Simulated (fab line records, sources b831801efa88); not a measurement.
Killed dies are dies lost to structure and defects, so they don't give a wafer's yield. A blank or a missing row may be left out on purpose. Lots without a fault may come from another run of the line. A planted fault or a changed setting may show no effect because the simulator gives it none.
Which tool did it? | flow sky130 | 11 lots, 33 wafers sampled, at 1 step of a route of 708

WHAT THE GAUGES READ, wafer by wafer
SKY_SD_N_RS_MEAS_17: measures by four-point-probe.
lot  | measured     | on            | SD_P_RS (ohm/sq)
L644 | day 28 17:10 | film_metro-02 | 146.0 146.0 145.6
L646 | day 29 19:58 | film_metro-02 | 146.7 146.6 146.5
L648 | day 30 04:16 | film_metro-01 | 145.8 145.9 146.0
L649 | day 30 22:48 | film_metro-01 | 145.8 145.6 146.2
L657 | day 33 05:34 | film_metro-01 | 146.4 146.4 146.2
L660 | day 34 05:40 | film_metro-02 | 146.2 146.4 146.7
L659 | day 34 07:12 | film_metro-02 | 146.2 146.1 145.7
L661 | day 34 13:25 | film_metro-02 | 145.5 145.8 145.9
L663 | day 34 23:22 | film_metro-02 | 146.7 146.4 146.1
L664 | day 35 11:51 | film_metro-03 | 145.9 145.8 145.8
L665 | day 35 13:40 | film_metro-01 | 146.0 145.8 145.8

WHICH TOOL RAN EACH LOT (tool, then ch and the chambers of the sampled wafers, then the start)
The record holds no process step before these readings.

THE ANSWER, worked out from the rows above alone
Rule: what is usual is taken from the lots themselves. Put in order of their means at a reading, lots are off if they are a third of the lots or fewer, leave a main group of 4 or more, and stand apart from it by a gap of 3 or more times the standard deviation of the main group's means; of several such gaps the widest counts. A main group whose means are all the same, to the digits that the tables above print for the reading, isn't used. A lot without any number at a reading at which 4 lots or more have one is off too. The other lots that the step has rows for count as sound.
No lot is off at any reading shown: from this, nothing can be told.

WHAT THE SIMULATOR HAD PUT IN
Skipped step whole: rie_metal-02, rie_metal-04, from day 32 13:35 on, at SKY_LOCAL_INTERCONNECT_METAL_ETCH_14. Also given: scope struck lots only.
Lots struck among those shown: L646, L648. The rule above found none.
